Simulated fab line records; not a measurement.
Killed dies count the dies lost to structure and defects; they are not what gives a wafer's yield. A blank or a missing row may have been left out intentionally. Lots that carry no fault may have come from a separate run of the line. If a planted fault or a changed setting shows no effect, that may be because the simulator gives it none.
Commonality check across tools :: flow sky130 :: 11 lots, 32 wafers sampled

## WHY IT WAS OPENED
Of 11 lots, 3 have the reading VIA1_HDPCVD_THK flagged at SKY_VIA1_THK_MEAS_01. Wafers without a fault read 1032 nm, standard deviation 10.
Rule: flag the lot when none of its wafers has a number, or when each of its wafers that has one lies beyond 4 standard deviations from that mean. The rest of the lots are taken to be sound.

lot: L381
measured: day 34 15:02
on: film_metro-01
VIA1_HDPCVD_THK (nm), wafer by wafer: 1014 1024 1020
flag: 

lot: L382
measured: day 35 07:32
on: film_metro-02
VIA1_HDPCVD_THK (nm), wafer by wafer: 1036 1045 1038
flag: 

lot: L387
measured: day 35 13:42
on: film_metro-01
VIA1_HDPCVD_THK (nm), wafer by wafer: 2066 2056 2064
flag: FLAGGED

lot: L386
measured: day 35 17:07
on: film_metro-02
VIA1_HDPCVD_THK (nm), wafer by wafer: 2036 2024 2012
flag: FLAGGED

lot: L388
measured: day 36 06:55
on: film_metro-02
VIA1_HDPCVD_THK (nm), wafer by wafer: 1031 1020 1026
flag: 

lot: L389
measured: day 36 09:44
on: film_metro-01
VIA1_HDPCVD_THK (nm), wafer by wafer: 2084 2067 2086
flag: FLAGGED

lot: L395
measured: day 38 05:17
on: film_metro-02
VIA1_HDPCVD_THK (nm), wafer by wafer: 1016 1015
flag: 

lot: L396
measured: day 39 01:59
on: film_metro-03
VIA1_HDPCVD_THK (nm), wafer by wafer: 1033 1032 1039
flag: 

lot: L397
measured: day 39 08:41
on: film_metro-02
VIA1_HDPCVD_THK (nm), wafer by wafer: 1021 1035 1025
flag: 

lot: L399
measured: day 39 12:10
on: film_metro-01
VIA1_HDPCVD_THK (nm), wafer by wafer: 1043 1042 1044
flag: 

lot: L400
measured: day 39 17:26
on: film_metro-02
VIA1_HDPCVD_THK (nm), wafer by wafer: 1035 1019 1028
flag: 
Flagged lots average 2055 nm: +1023 nm relative to the usual, that is +99 or more standard deviations.

## EACH LOT AND THE TOOL IT RAN ON
Before the reading, the record contains 4 process steps out of a 708-step route. Cell contents, in order: the tool; ch with the chambers the sampled wafers went through; the start.
lot: L381
flag: 
SKY_METAL1_SPUTTER_03: pvd_sputter-04, day 33 11:03
SKY_METAL1_ETCH_18: rie_metal-01 ch 0, day 34 14:01
SKY_METAL1_STRIP_20: plasma_asher-01 ch 0,1, day 34 14:19
SKY_VIA1_HDPCVD_00: hdpcvd-02 ch 1,2, day 34 14:55

lot: L382
flag: 
SKY_METAL1_SPUTTER_03: pvd_sputter-04, day 34 03:59
SKY_METAL1_ETCH_18: rie_metal-04 ch 0,1, day 35 06:37
SKY_METAL1_STRIP_20: plasma_asher-01 ch 0,1, day 35 06:46
SKY_VIA1_HDPCVD_00: hdpcvd-02 ch 0,1,2, day 35 07:25

lot: L387
flag: FLAGGED
SKY_METAL1_SPUTTER_03: pvd_sputter-03, day 34 10:26
SKY_METAL1_ETCH_18: rie_metal-04 ch 0,1, day 35 12:23
SKY_METAL1_STRIP_20: plasma_asher-03 ch 0,1, day 35 12:32
SKY_VIA1_HDPCVD_00: hdpcvd-02 ch 1,2, day 35 13:19

lot: L386
flag: FLAGGED
SKY_METAL1_SPUTTER_03: pvd_sputter-02, day 34 13:08
SKY_METAL1_ETCH_18: rie_metal-01 ch 0,1, day 35 15:37
SKY_METAL1_STRIP_20: plasma_asher-01 ch 0, day 35 15:46
SKY_VIA1_HDPCVD_00: hdpcvd-01 ch 1,2, day 35 16:43

lot: L388
flag: 
SKY_METAL1_SPUTTER_03: pvd_sputter-04, day 35 02:32
SKY_METAL1_ETCH_18: rie_metal-03 ch 0,1, day 36 05:02
SKY_METAL1_STRIP_20: plasma_asher-03 ch 0,1, day 36 05:11
SKY_VIA1_HDPCVD_00: hdpcvd-01 ch 0,1,2, day 36 06:48

lot: L389
flag: FLAGGED
SKY_METAL1_SPUTTER_03: pvd_sputter-03, day 35 05:42
SKY_METAL1_ETCH_18: rie_metal-01 ch 0,1, day 36 08:23
SKY_METAL1_STRIP_20: plasma_asher-01 ch 0,1, day 36 08:32
SKY_VIA1_HDPCVD_00: hdpcvd-02 ch 0,1,2, day 36 09:18

lot: L395
flag: 
SKY_METAL1_SPUTTER_03: pvd_sputter-02, day 37 02:50
SKY_METAL1_ETCH_18: rie_metal-03 ch 0,1, day 38 04:22
SKY_METAL1_STRIP_20: plasma_asher-03 ch 0,1, day 38 04:31
SKY_VIA1_HDPCVD_00: hdpcvd-01 ch 0,1, day 38 05:12

lot: L396
flag: 
SKY_METAL1_SPUTTER_03: pvd_sputter-04, day 37 23:14
SKY_METAL1_ETCH_18: rie_metal-01 ch 0,1, day 39 01:05
SKY_METAL1_STRIP_20: plasma_asher-02 ch 0,1, day 39 01:15
SKY_VIA1_HDPCVD_00: hdpcvd-02 ch 0,1, day 39 01:51

lot: L397
flag: 
SKY_METAL1_SPUTTER_03: pvd_sputter-02, day 38 06:38
SKY_METAL1_ETCH_18: rie_metal-03 ch 0,1, day 39 07:47
SKY_METAL1_STRIP_20: plasma_asher-02 ch 0,1, day 39 07:56
SKY_VIA1_HDPCVD_00: hdpcvd-02 ch 0,1,2, day 39 08:34

lot: L399
flag: 
SKY_METAL1_SPUTTER_03: pvd_sputter-03, day 38 10:42
SKY_METAL1_ETCH_18: rie_metal-03 ch 0, day 39 11:19
SKY_METAL1_STRIP_20: plasma_asher-01 ch 1, day 39 11:28
SKY_VIA1_HDPCVD_00: hdpcvd-02 ch 1,2, day 39 12:04

lot: L400
flag: 
SKY_METAL1_SPUTTER_03: pvd_sputter-03, day 38 15:05
SKY_METAL1_ETCH_18: rie_metal-04 ch 0,1, day 39 16:35
SKY_METAL1_STRIP_20: plasma_asher-01 ch 0,1, day 39 16:44
SKY_VIA1_HDPCVD_00: hdpcvd-01 ch 1,2, day 39 17:18
What the steps here do:
- SKY_METAL1_SPUTTER_03: material Ti, target thk 5 nm, time 3.3 s.
- SKY_METAL1_ETCH_18: etches BARC in N2/H2, stops on SiO2, time 45.9 s, target depth 60 nm.
- SKY_METAL1_STRIP_20: strips in O2/N2.
- SKY_VIA1_HDPCVD_00: deposits SiO2, target thk 1030 nm, time 171.7 s.
- SKY_VIA1_THK_MEAS_01

## FLAGGED OVER TOTAL, TOOL BY TOOL (the gauges that took the reading come last)
step: SKY_METAL1_SPUTTER_03
tool: pvd_sputter-02
lots run: 3
flagged: 1
share of the flagged lots: some
sound lots run after its first flagged lot: 2 (L395,L397)

step: SKY_METAL1_SPUTTER_03
tool: pvd_sputter-03
lots run: 4
flagged: 2
share of the flagged lots: some
sound lots run after its first flagged lot: 2 (L399,L400)

step: SKY_METAL1_SPUTTER_03
tool: pvd_sputter-04
lots run: 4
flagged: 0
share of the flagged lots: none
sound lots run after its first flagged lot: -

step: SKY_METAL1_ETCH_18
tool: rie_metal-01
lots run: 4
flagged: 2
share of the flagged lots: some
sound lots run after its first flagged lot: 1 (L396)

step: SKY_METAL1_ETCH_18
tool: rie_metal-03
lots run: 4
flagged: 0
share of the flagged lots: none
sound lots run after its first flagged lot: -

step: SKY_METAL1_ETCH_18
tool: rie_metal-04
lots run: 3
flagged: 1
share of the flagged lots: some
sound lots run after its first flagged lot: 1 (L400)

step: SKY_METAL1_STRIP_20
tool: plasma_asher-01
lots run: 6
flagged: 2
share of the flagged lots: some
sound lots run after its first flagged lot: 2 (L399,L400)

step: SKY_METAL1_STRIP_20
tool: plasma_asher-02
lots run: 2
flagged: 0
share of the flagged lots: none
sound lots run after its first flagged lot: -

step: SKY_METAL1_STRIP_20
tool: plasma_asher-03
lots run: 3
flagged: 1
share of the flagged lots: some
sound lots run after its first flagged lot: 2 (L388,L395)

step: SKY_VIA1_HDPCVD_00
tool: hdpcvd-01
lots run: 4
flagged: 1
share of the flagged lots: some
sound lots run after its first flagged lot: 3 (L388,L395,L400)

step: SKY_VIA1_HDPCVD_00
tool: hdpcvd-02
lots run: 7
flagged: 2
share of the flagged lots: some
sound lots run after its first flagged lot: 3 (L396,L397,L399)

step: SKY_VIA1_THK_MEAS_01
tool: film_metro-01
lots run: 4
flagged: 2
share of the flagged lots: some
sound lots run after its first flagged lot: 1 (L399)

step: SKY_VIA1_THK_MEAS_01
tool: film_metro-02
lots run: 6
flagged: 1
share of the flagged lots: some
sound lots run after its first flagged lot: 4 (L388,L395,L397,L400)

step: SKY_VIA1_THK_MEAS_01
tool: film_metro-03
lots run: 1
flagged: 0
share of the flagged lots: none
sound lots run after its first flagged lot: -

## WHAT THE TABLE ALLOWS
No row of the table ran every flagged lot.

## WHAT THE SIMULATOR HAD PUT IN
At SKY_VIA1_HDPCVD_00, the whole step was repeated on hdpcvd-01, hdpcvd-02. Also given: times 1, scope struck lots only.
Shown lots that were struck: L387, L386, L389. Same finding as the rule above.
